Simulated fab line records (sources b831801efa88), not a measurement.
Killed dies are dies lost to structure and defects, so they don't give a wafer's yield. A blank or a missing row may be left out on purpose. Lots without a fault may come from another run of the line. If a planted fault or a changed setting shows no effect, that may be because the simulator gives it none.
fab line records | flow sky130
record: lots: 5 wafers: 15 last_day: 50
route steps=708 shown RES_PROTECT@206 POLY_GATE@213 LDD_N@237 LDD_LDN@303 POLY_CUT@318 PAD_OPEN@708
lots that met no fault: from a run of the same line without faults
start_h: hours from the record's opening day to when the first of the lot's shown wafers began | wait_h: time in hours since the lot's previous step | " identical to the entry in the row above | L1.1+2: several wafers, shown together as one row | - no value present, or no start provided | * or withheld: withheld | < > ~ a bound
route shown NAME@n: a module of which the file shows steps, and the number in the route of the first | usual: mean and standard deviation over wafers with no fault | same: alike in all rows | chamber/n: place in a boat | sites: each site's reading | _std_site: how widely they spread, as a standard deviation | _edge_site: inner sites' mean taken away from outer sites' mean | radius_mm: how far each site lies from the wafer's centre | mask NAME#n: copy n | behind: the last tool/chamber to shape the wafer | hold: why the lot went on hold/how many hours it stayed there/how the hold came to an end | device: the transistor (n, p or np) that didn't switch | end of line: the tests these same wafers got at the end of their route | a step without rows: its recipe alone | killed: count of dies lost to structure and defects at first sort (not the wafer's yield) | map: dies across one wafer; x = killed, . = not, _ = none there
set.NAME: the run value of the setting; set.NAME@STEP: its run value at that earlier step | model.NAME: the simulator's own value behind a step, which no gauge read
certain route steps with their lots: each step a table, each wafer a row
services: when a tool's chamber went out of use (start_h, in hours from the record's first day, below 0 if earlier), for how many hours, and the reason
== steps ==
step: SKY_RES_PROTECT_DEHYDRATE_00
recipe: temp_c: 200 time_s: 60
step: SKY_RES_PROTECT_HMDS_01
recipe: prime_time_s: 60 prime_temp_c: 120
step: SKY_RES_PROTECT_COAT_02
recipe: resist: NOVOLAK spin_rpm: 3000 resist_thk_nm: 1140
step: SKY_RES_PROTECT_SOFTBAKE_03
recipe: temp_c: 90 time_s: 60 resist: NOVOLAK
step: SKY_RES_PROTECT_EXPOSE_04
recipe: mask_id: RPM na: 0.6 source_shape: conventional sigma_outer: 0.6 polarization: unpolarized target_cd_nm: 1270 dose_mj: 131
step: SKY_RES_PROTECT_PEB_05
recipe: temp_c: withheld time_s: * resist: NOVOLAK
step: SKY_RES_PROTECT_DEVELOP_06
recipe: resist: NOVOLAK developer: TMAH develop_time_s: 60 dev_temp_c: 23
step: SKY_POLY_GATE_IMPLANT_02
recipe: species: P energy_kev: 30 dose_cm2: 7.7e+15 tilt_deg: 0
step: SKY_RES_PROTECT_STRIP_07
recipe: chemistry: O2/N2 power_w: 1400 pressure_mtorr: 1500 platen_temp_c: withheld o2_flow_sccm: 3000 n2_flow_sccm: 300 overash_fraction: 0.5
step: SKY_RES_PROTECT_CLEAN_09
recipe: chemistry: SC1/SC2 mix: 1:4:20 temp_c: 70 time_s: 150 dry: n2_spin
step: SKY_POLY_GATE_CVD_03
recipe: material: Si3N4 precursor: DCS/NH3 target_thk_nm: 75 temp_c: 770 time_s: 1290 pressure_mtorr: 250
usual: spike_tc_lower_C: 770.1/1.1 zone_power_bottom_pct: 19.8/0.41 zone_power_lower_pct: 13.7/0.47 zone_power_top_pct: 24.4/2.1
columns lot.wafer tool chamber start_h wait_h spike_tc_lower_C zone_power_bottom_pct zone_power_lower_pct zone_power_top_pct model.Si3N4_of_POLY_GATE_CVD_03.thk_nm
L271.2 lpcvd-02 0 369.72 2.9 771.7 20.2 13.3 26.9 135.4
L271.3 " 0 " " 771.6 20.2 13.2 26.7 135.5
L271.5 " 0 " " 770.2 19.9 13.3 26.3 135.1
L273.1 lpcvd-02 0 375.45 0.2 770.6 19.5 13.1 26.5 135.1
L273.5 " 0 " " 770.6 20.2 13.2 26.2 135.1
L273.6 " 0 " " 769.7 20.1 13.3 26.6 134.8
L272.1 lpcvd-02 0 377.58 0.0 769.3 20.0 13.2 26.1 135.3
L272.3 " 0 " " 769.5 20.1 13.1 26.7 134.1
L272.4 " 0 " " 770.5 19.9 13.3 26.5 134.5
L288.2 lpcvd-02 0 526.08 0.0 770.0 20.3 13.2 26.3 75.06
L288.4 " 0 " " 770.0 20.3 13.6 26.4 76.19
L288.5 " 0 " " 770.9 20.6 13.3 26.2 75.78
L290.1 lpcvd-02 1 531.98 0.7 769.8 19.2 14.2 22.1 73.91
L290.3 " 1 " " 769.9 19.5 14.2 22.2 74.84
L290.5 " 1 " " 770.8 19.4 14.1 22.6 74.17
step: SKY_POLY_GATE_THK_MEAS_04
recipe: reads: Si3N4_of_POLY_GATE_CVD_03
usual: POLY_GATE_CVD_03_THK: 74.7/0.68
columns lot.wafer tool chamber start_h wait_h POLY_GATE_CVD_03_THK[nm]
L271.2 film_metro-01 - 371.08 0.0 135.3
L271.3 " - " " 135.4
L271.5 " - " " 135.0
L273.1 film_metro-01 - 376.81 0.0 135.1
L273.5 " - " " 135.1
L273.6 " - " " 134.8
L272.1 film_metro-04 - 378.94 0.0 135.3
L272.3 " - " " 134.1
L272.4 " - " " 134.6
L288.2 film_metro-01 - 527.45 0.0 75.1
L288.4 " - " " 76.2
L288.5 " - " " 75.8
L290.1 film_metro-03 - 533.34 0.0 73.9
L290.3 " - " " 74.8
L290.5 " - " " 74.2
step: SKY_POLY_GATE_DEHYDRATE_05
recipe: temp_c: 200 time_s: 60
step: SKY_POLY_GATE_HMDS_06
recipe: prime_time_s: 60 prime_temp_c: 120
step: SKY_POLY_GATE_COAT_07
recipe: resist: BARC temp_c: withheld time_s: withheld spin_rpm: 3000 resist_thk_nm: 110
step: SKY_POLY_GATE_COAT_08
recipe: resist: KrF-thick spin_rpm: 3000 resist_thk_nm: 450
step: SKY_POLY_GATE_SOFTBAKE_09
recipe: temp_c: 100 time_s: 90 resist: KrF-thick
step: SKY_POLY_GATE_EXPOSE_10
recipe: mask_id: P1M na: 0.68 source_shape: conventional sigma_outer: 0.6 target_cd_nm: 150 dose_mj: 28
step: SKY_POLY_GATE_PEB_11
recipe: peb_temp_c: withheld peb_time_s: withheld resist: KrF-thick
step: SKY_POLY_GATE_DEVELOP_12
recipe: develop_time_s: 60 resist: KrF-thick dev_temp_c: 21
step: SKY_POLY_GATE_ETCH_15
recipe: chemistry: N2/H2 target: BARC ion_energy_ev: 200 source_w: 500 bias_w: 100 pressure_mtorr: 30.99 n2_flow_sccm: 100 h2_flow_sccm: 200 stop_on: SiO2 time_s: 118.5 target_depth_a: 1100
step: SKY_POLY_GATE_ETCH_16
recipe: stop_on: poly-Si chemistry: CH3F/O2 target: Si3N4 source_w: 400 bias_w: 80 pressure_mtorr: 25 ch3f_flow_sccm: 40 O2_flow_sccm: 30 time_s: 147.5 target_depth_a: 750
usual: drypump_motor_current_A: 5.5/0.32 oes_product_au: 0.639/0.0056 throttle_valve_pct: 10.536/0.0093
columns lot.wafer tool chamber start_h wait_h drypump_motor_current_A oes_product_au rf_hours_counter_h throttle_valve_pct model.etch.depth_nm
L271.2 rie_diel-02 1 400.41 0.0 5.9 0.848 31 10.566 135.4
L271.3 " 0 " " 5.6 0.855 11 10.571 135.5
L271.5 " 1 " " 5.9 0.861 - 10.551 135.1
L273.1 rie_diel-04 1 405.16 0.0 5.7 0.844 107 10.568 135.1
L273.5 " 3 " " 5.8 0.853 - 10.564 135.1
L273.6 " 0 " " 5.5 0.854 - 10.565 134.8
L272.1 rie_diel-03 1 407.56 0.0 4.9 0.851 11 10.553 135.3
L272.3 " 0 " " 4.9 0.845 63 10.582 134.1
L272.4 " 3 " " 5.9 0.843 4 10.576 134.5
L288.2 rie_diel-04 3 557.81 0.0 5.7 0.635 78 10.544 75.06
L288.4 " 0 " " 5.5 0.643 49 10.526 76.19
L288.5 " 1 " " 5.7 0.653 - 10.530 75.78
L290.1 rie_diel-02 2 563.81 0.0 5.5 0.646 1 10.517 73.91
L290.3 " 3 " " 5.3 0.648 24 10.543 74.84
L290.5 " 2 " " 5.5 0.636 - 10.521 74.17
step: SKY_POLY_GATE_ETCH_17
recipe: target_depth_nm: 180 stop_on: SiO2 over_etch_frac: 0.56667 chemistry: HBr/Cl2 target: poly-Si icp_w: 400 bias_w: 100 pressure_mtorr: 10 HBr_flow_sccm: 150 Cl2_flow_sccm: 50 time_s: 70.5
step: SKY_POLY_GATE_STRIP_18
recipe: chemistry: O2/N2 power_w: 1400 pressure_mtorr: 1500 platen_temp_c: withheld o2_flow_sccm: 3000 n2_flow_sccm: 300 overash_fraction: 0.5
step: SKY_POLY_GATE_CLEAN_19
recipe: chemistry: SC1/SC2 mix: 1:4:20 temp_c: 70 time_s: 150 dry: n2_spin
step: SKY_POLY_GATE_OXIDATION_20
recipe: temp_c: 850 ambient: O2 stabilise_s: 600 purge_s: 300 target_thk_a: 40 ox_time_s: 899
step: SKY_LDD_N_DEHYDRATE_00
recipe: temp_c: 200 time_s: 60
step: SKY_LDD_N_HMDS_01
recipe: prime_time_s: 60 prime_temp_c: 120
step: SKY_LDD_N_COAT_02
recipe: resist: NOVOLAK spin_rpm: 3000 resist_thk_nm: 300
step: SKY_LDD_N_SOFTBAKE_03
recipe: temp_c: 90 time_s: 60 resist: NOVOLAK
step: SKY_LDD_N_EXPOSE_04
recipe: mask_id: NTM target_cd_nm: 840 na: 0.6 source_shape: conventional sigma_outer: 0.6 dose_mj: 110
step: SKY_LDD_N_PEB_05
recipe: temp_c: withheld time_s: * resist: NOVOLAK
step: SKY_LDD_N_DEVELOP_06
recipe: develop_time_s: 60 dev_temp_c: 23
step: SKY_LDD_N_IMPLANT_08
recipe: species: As energy_kev: 20 dose_cm2: 7.5e+13 tilt_deg: withheld rotation_deg: 23
step: SKY_LDD_N_IMPLANT_09
recipe: species: As energy_kev: 20 dose_cm2: 7.5e+13 tilt_deg: withheld rotation_deg: 113
step: SKY_LDD_LDN_CLEAN_14
recipe: chemistry: SC1/SC2 mix: 1:4:20 temp_c: 70 time_s: 150 dry: n2_spin
usual: bath_guard_temp_C: 69.7/0.34
columns lot.wafer tool chamber start_h wait_h bath_guard_temp_C model.Si3N4_of_POLY_GATE_CVD_03.thk_nm
L271.2 wet_bench-03 1 560.52 0.0 69.8 135.2
L271.3 " 1 " " 70.0 135.3
L271.5 " 1 " " 69.9 135
L273.1 wet_bench-04 1 561.46 0.1 70.2 135
L273.5 " 1 " " 70.3 135
L273.6 " 1 " " 69.7 134.6
L272.1 wet_bench-04 2 568.36 0.1 70.1 135.2
L272.3 " 2 " " 70.2 133.9
L272.4 " 2 " " 70.5 134.4
L288.2 wet_bench-02 2 709.47 0.7 69.8 74.93
L288.4 " 2 " " 69.8 76.06
L288.5 " 2 " " 70.0 75.64
L290.1 wet_bench-04 3 709.98 0.4 69.6 73.78
L290.3 " 3 " " 69.5 74.7
L290.5 " 3 " " 69.7 74.03
step: SKY_POLY_CUT_ETCH_11
recipe: target: Si3N4 chemistry: CF4/CH2F2/Ar stop_on: poly-Si source_w: 600 bias_w: 150 pressure_mtorr: 40 cf4_flow_sccm: 40 ch2f2_flow_sccm: 20 Ar_flow_sccm: 150 time_s: 42.5 target_depth_a: 600
usual: drypump_motor_current_A: 5.5/0.37 oes_product_au: 0.828/0.0067 throttle_valve_pct: 14.994/0.0088
columns lot.wafer tool chamber start_h wait_h drypump_motor_current_A oes_product_au rf_hours_counter_h throttle_valve_pct model.POLY_CUT.feature_depth_nm model.etch.depth_nm
L271.2 rie_diel-01 0 591.22 0.0 5.4 1.024 5 15.000 87.79 87.79
L271.3 " 2 " " 6.2 0.990 2 15.013 84.52 84.52
L271.5 " 3 " " 6.0 1.001 - 14.991 84.53 84.53
L273.1 rie_diel-02 1 593.13 0.0 5.9 1.030 35 15.005 88.94 88.94
L273.5 " 0 " " 5.6 1.013 - 14.998 86.27 86.27
L273.6 " 1 " " 5.9 1.025 - 15.035 88.67 88.67
L272.1 rie_diel-03 1 599.57 0.0 4.9 0.993 15 15.017 84.42 84.42
L272.3 " 3 " " 5.9 0.995 9 15.014 85.35 85.35
L272.4 " 1 " " 4.9 0.997 - 15.012 84.34 84.34
L288.2 rie_diel-01 3 736.33 0.0 6.0 0.836 14 14.989 62.45 62.45
L288.4 " 2 " " 6.2 0.847 5 14.986 63.03 63.03
L288.5 " 3 " " 6.0 0.832 - 14.996 62.56 62.56
L290.1 rie_diel-02 2 740.73 0.0 5.6 0.835 6 14.995 61.26 61.26
L290.3 " 3 " " 5.3 0.823 28 14.990 61.89 61.89
L290.5 " 0 " " 5.6 0.828 - 15.001 61.6 61.6
step: SKY_PAD_OPEN_PROBE_99
usual: killed_at_M0_to_M3: 43/7.2 killed_at_M4_up: 3.5/2 killed_at_contacts: 24/5.2 killed_at_front_end: 15/4.4 killed_at_other: 0.2/0.48 killed_dies: 85/9.4 killed_on_rim: 16/3.7 killed_open: 46/7.3 killed_short: 39/6.1
same: gross_dies: 492 killed_at_back_side: 0
columns lot.wafer tool chamber start_h wait_h killed_at_M0_to_M3 killed_at_M4_up killed_at_contacts killed_at_front_end killed_at_other killed_dies killed_on_rim killed_open killed_short
L271.2 prober-02 - 1099.27 0.1 31 3 34 424 0 492 96 49 37
L271.3 prober-02 - 1099.32 0.2 47 2 28 415 0 492 96 41 44
L271.5 prober-02 - 1099.42 0.2 45 1 22 424 0 492 96 53 33
L273.1 prober-01 - 1100.72 0.1 42 6 21 423 0 492 96 48 43
L273.5 prober-01 - 1100.92 0.2 44 8 21 419 0 492 96 47 40
L273.6 prober-01 - 1100.97 0.2 42 3 32 415 0 492 96 51 35
L272.1 prober-02 - 1102.22 0.1 43 3 17 429 0 492 96 44 37
L272.3 prober-02 - 1102.32 0.2 33 5 26 428 0 492 96 43 28
L272.4 prober-02 - 1102.37 0.2 53 2 26 411 0 492 96 52 41
L288.2 prober-02 - 1192.32 0.1 52 4 32 10 0 98 12 64 34
L288.4 prober-02 - 1192.42 0.2 47 8 26 18 1 100 18 52 48
L288.5 prober-02 - 1192.47 0.2 47 2 17 23 0 89 16 44 45
killed by level:class
L271.2 POLY_CUT:area_etch=406 CONTACT:geometric_particle:open=11 LI_CONTACT:geometric_particle:open=8 VIA3:geometric_particle:open=8 CONTACT:geometric_particle:short=6 VIA1:geometric_particle:open=6 LI_CONTACT:geometric_particle:short=4 FIELD_ISO:geometric_particle:open=3
L271.3 POLY_CUT:area_etch=407 CONTACT:geometric_particle:open=13 VIA1:geometric_particle:open=9 METAL1:geometric_particle:short=6 VIA1:geometric_particle:short=6 VIA3:geometric_particle:open=6 POLY_GATE:geometric_particle:short=5 VIA2:geometric_particle:open=5
L271.5 POLY_CUT:area_etch=406 VIA1:geometric_particle:open=13 CONTACT:geometric_particle:open=10 LOCAL_INTERCONNECT:geometric_particle:short=7 VIA2:geometric_particle:open=7 METAL2:geometric_particle:short=7 FIELD_ISO:geometric_particle:short=5 VIA3:geometric_particle:open=5
L273.1 POLY_CUT:area_etch=401 METAL1:geometric_particle:short=10 VIA1:geometric_particle:open=9 LI_CONTACT:geometric_particle:open=8 POLY_GATE:geometric_particle:open=6 VIA3:geometric_particle:open=6 POLY_GATE:geometric_particle:short=5 FIELD_ISO:geometric_particle:open=4
L273.5 POLY_CUT:area_etch=405 VIA1:geometric_particle:open=11 VIA2:geometric_particle:open=11 METAL4:geometric_particle:short=8 LI_CONTACT:geometric_particle:open=7 CONTACT:geometric_particle:open=6 VIA1:geometric_particle:short=5 VIA2:geometric_particle:short=4
L273.6 POLY_CUT:area_etch=406 CONTACT:geometric_particle:open=11 VIA1:geometric_particle:open=8 VIA2:geometric_particle:open=8 LI_CONTACT:geometric_particle:open=7 LI_CONTACT:geometric_particle:short=5 METAL2:geometric_particle:short=5 VIA3:geometric_particle:open=5
L272.1 POLY_CUT:area_etch=411 FIELD_ISO:geometric_particle:open=9 VIA3:geometric_particle:open=9 CONTACT:geometric_particle:open=7 VIA3:geometric_particle:short=7 METAL1:geometric_particle:short=6 VIA1:geometric_particle:open=6 LI_CONTACT:geometric_particle:open=5
L272.3 POLY_CUT:area_etch=421 VIA1:geometric_particle:open=10 CONTACT:geometric_particle:open=9 LI_CONTACT:geometric_particle:open=6 CONTACT:geometric_particle:short=5 VIA1:geometric_particle:short=5 LI_CONTACT:geometric_particle:short=4 VIA3:geometric_particle:open=4
L272.4 POLY_CUT:area_etch=399 VIA3:geometric_particle:open=10 VIA1:geometric_particle:open=10 CONTACT:geometric_particle:open=9 METAL1:geometric_particle:short=8 LI_CONTACT:geometric_particle:open=8 LOCAL_INTERCONNECT:geometric_particle:short=6 VIA2:geometric_particle:open=6
L288.2 LI_CONTACT:geometric_particle:open=15 VIA1:geometric_particle:open=15 METAL1:geometric_particle:short=9 VIA2:geometric_particle:open=9 VIA3:geometric_particle:open=7 CONTACT:geometric_particle:open=6 LOCAL_INTERCONNECT:geometric_particle:short=4 CONTACT:geometric_particle:short=4
L288.4 VIA1:geometric_particle:open=9 LI_CONTACT:geometric_particle:open=8 METAL1:geometric_particle:short=7 CONTACT:geometric_particle:open=7 METAL4:geometric_particle:short=7 POLY_GATE:geometric_particle:open=6 METAL2:geometric_particle:short=6 VIA3:geometric_particle:open=6
L288.5 VIA1:geometric_particle:open=9 POLY_GATE:geometric_particle:short=7 VIA2:geometric_particle:open=6 CONTACT:geometric_particle:open=6 METAL1:geometric_particle:short=6 FIELD_ISO:geometric_particle:short=5 VIA2:geometric_particle:short=5 FIELD_ISO:geometric_particle:open=4
map L271.2 (x killed, . not)
__________xxxxxxxxxx_________
________xxxxxxxxxxxxxx_______
______xxxxxxxxxxxxxxxxxx_____
_____xxxxxxxxxxxxxxxxxxxx____
____xxxxxxxxxxxxxxxxxxxxxx___
___xxxxxxxxxxxxxxxxxxxxxxxx__
__xxxxxxxxxxxxxxxxxxxxxxxxxx_
_xxxxxxxxxxxxxxxxxxxxxxxxxxxx
_xxxxxxxxxxxxxxxxxxxxxxxxxxxx
_xxxxxxxxxxxxxxxxxxxxxxxxxxxx
_xxxxxxxxxxxxxxxxxxxxxxxxxxxx
_xxxxxxxxxxxxxxxxxxxxxxxxxxxx
_xxxxxxxxxxxxxxxxxxxxxxxxxxxx
_xxxxxxxxxxxxxxxxxxxxxxxxxxxx
_xxxxxxxxxxxxxxxxxxxxxxxxxxxx
__xxxxxxxxxxxxxxxxxxxxxxxxxx_
___xxxxxxxxxxxxxxxxxxxxxxxx__
____xxxxxxxxxxxxxxxxxxxxxx___
_____xxxxxxxxxxxxxxxxxxxx____
______xxxxxxxxxxxxxxxxxx_____
________xxxxxxxxxxxxxx_______
__________xxxxxxxxxx_________
map L272.1 (x killed, . not)
__________xxxxxxxxxx_________
________xxxxxxxxxxxxxx_______
______xxxxxxxxxxxxxxxxxx_____
_____xxxxxxxxxxxxxxxxxxxx____
____xxxxxxxxxxxxxxxxxxxxxx___
___xxxxxxxxxxxxxxxxxxxxxxxx__
__xxxxxxxxxxxxxxxxxxxxxxxxxx_
_xxxxxxxxxxxxxxxxxxxxxxxxxxxx
_xxxxxxxxxxxxxxxxxxxxxxxxxxxx
_xxxxxxxxxxxxxxxxxxxxxxxxxxxx
_xxxxxxxxxxxxxxxxxxxxxxxxxxxx
_xxxxxxxxxxxxxxxxxxxxxxxxxxxx
_xxxxxxxxxxxxxxxxxxxxxxxxxxxx
_xxxxxxxxxxxxxxxxxxxxxxxxxxxx
_xxxxxxxxxxxxxxxxxxxxxxxxxxxx
__xxxxxxxxxxxxxxxxxxxxxxxxxx_
___xxxxxxxxxxxxxxxxxxxxxxxx__
____xxxxxxxxxxxxxxxxxxxxxx___
_____xxxxxxxxxxxxxxxxxxxx____
______xxxxxxxxxxxxxxxxxx_____
________xxxxxxxxxxxxxx_______
__________xxxxxxxxxx_________
== services ==
columns tool chamber start_h hours kind
wet_bench-04 - 360.92 4.6 repair
rie_diel-01 - 381.46 0.2 repair
rie_diel-04 2 389.03 2.0 repair
rie_diel-03 0 409.05 6.1 repair
rie_diel-01 3 418.23 10.0 repair
rie_diel-01 0 425.17 6.8 repair
rie_diel-04 - 471.34 5.2 repair
rie_diel-03 0 488.34 3.5 repair
rie_diel-02 - 496.01 1.0 repair
rie_diel-03 0 503.66 13.3 repair
rie_diel-03 - 531.28 0.7 repair
rie_diel-01 3 537.59 36.1 repair
rie_diel-03 1 567.94 2.8 repair
rie_diel-02 - 568.63 2.8 pm
rie_diel-04 - 575.21 10.0 pm
rie_diel-03 2 579.16 5.4 repair
wet_bench-04 - 589.88 0.5 repair
rie_diel-03 0 597.45 3.6 repair
rie_diel-02 3 608.81 5.7 repair
rie_diel-04 3 625.72 9.6 repair
rie_diel-02 3 639.15 9.0 repair
rie_diel-02 2 648.33 3.4 repair
rie_diel-02 3 653.73 9.8 repair
rie_diel-02 2 677.69 1.7 repair
== key ==
first_sign: step: SKY_POLY_GATE_THK_MEAS_04 reading: POLY_GATE_CVD_03_THK direction: up sigmas: 89 usual: 74.7 struck: 135.0
effect: step: SKY_POLY_GATE_ETCH_16 reading: oes_product_au direction: up sigmas: 38 usual: 0.639 struck: 0.850
effect: step: SKY_POLY_CUT_ETCH_11 reading: oes_product_au direction: up sigmas: 27 usual: 0.828 struck: 1.008
effect: step: SKY_PAD_OPEN_PROBE_99 reading: killed_at_front_end direction: up sigmas: 93 usual: 15 struck: 421
model_effect: step: SKY_POLY_GATE_CVD_03 value: Si3N4_of_POLY_GATE_CVD_03.thk_nm without: 74.91 struck: 135
model_effect: step: SKY_POLY_GATE_ETCH_16 value: etch.depth_nm without: 74.91 struck: 135
model_effect: step: SKY_LDD_LDN_CLEAN_14 value: Si3N4_of_POLY_GATE_CVD_03.thk_nm without: 74.78 struck: 134.8
model_effect: step: SKY_POLY_CUT_ETCH_11 value: POLY_CUT.feature_depth_nm without: 61.81 struck: 86.09
more_kills_born_at: SKY_POLY_CUT_ETCH_11@rie_diel-03: 1231 SKY_POLY_CUT_ETCH_11@rie_diel-01: 1219 SKY_POLY_CUT_ETCH_11@rie_diel-02: 1212
met_at SKY_POLY_GATE_CVD_03
struck_wafers L271.2,L271.3,L271.5,L272.1,L272.3,L272.4,L273.1,L273.5,L273.6
later_rows_left_out L271.2,L271.3,L271.5,L272.1,L272.3,L272.4,L273.1,L273.5,L273.6
tester_left_out L271,L272,L273
fault: kind: process_parameter_drift tool: lpcvd-02 chamber: - onset_h: 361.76 steps: SKY_POLY_GATE_CVD_03 channel: target_thk_nm offset: 60.073 shape: step end_h: 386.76 acts_in: these_recipes_only stated: 75
tester_left_out: of these lots the tester's yield and bins aren't shown, on N5 and GAA mostly nor the transistor test; their killed dies are dies lost to structure and defects alone, not to doping, threshold or leakage, so they don't give the yield
later_rows_left_out: the simulator's readings of these wafers behind a module that went badly wrong aren't trusted and aren't shown, but for the sort
